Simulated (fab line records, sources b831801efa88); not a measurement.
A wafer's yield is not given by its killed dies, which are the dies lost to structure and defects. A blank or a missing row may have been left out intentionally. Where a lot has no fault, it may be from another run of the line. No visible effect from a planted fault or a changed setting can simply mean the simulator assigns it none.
Matching of chambers | flow gf180mcu | GF_V5_CVD_02 on pecvd-04 has 3 sister chambers
The step deposits SiO2 from TEOS, target thk 1450 nm, time 163.28 s. 6 wafers are shown with their chamber, then 9 later ones without.

EACH WAFER AND ITS CHAMBER
wafer  | chamber | heater power w (W)
L084.3 | 2       | 693
L084.4 | 2       | 570
L084.5 | 1       | 935
L086.1 | 0       | 626
L086.4 | 0       | 740
L086.6 | 1       | 950

WAFERS WITH NO CHAMBER GIVEN
wafer  | heater power w (W)
L091.2 | 691
L091.4 | 920
L091.5 | 769
L094.1 | 926
L094.2 | 608
L094.6 | 696
L095.1 | 703
L095.2 | 969
L095.3 | 621

WHICH CHAMBER EACH ONE RAN IN
wafer  | from the rows above          | in truth
L091.2 | can't be placed: 0 or 2      | 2
L091.4 | 1                            | 1
L091.5 | can't be placed: 0 or 2 or 1 | 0
L094.1 | 1                            | 1
L094.2 | can't be placed: 2 or 0      | 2
L094.6 | can't be placed: 0 or 2      | 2
L095.1 | can't be placed: 0 or 2      | 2
L095.2 | 1                            | 1
L095.3 | can't be placed: 2 or 0      | 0
3 of 9 placed correctly. Cannot be placed on the basis of these rows: 6; the candidates contain the true chamber in 6. Number placed wrongly: 0.
How it was worked out, from the rows above alone: a wafer's distance from a chamber is the root of the sum, over the readings, of the square of ((its reading less the chamber's mean) divided by the reading's scatter). If the next closest chamber is less than 2 further off than the closest, the wafer can't be placed; otherwise it belongs to the closest. For every chamber, the mean is computed from those of its wafers that are shown. How the scatter is found: for the shown wafers, subtract from each reading the mean of its chamber, square and add these, divide the total by (wafers less chambers), then take the root.
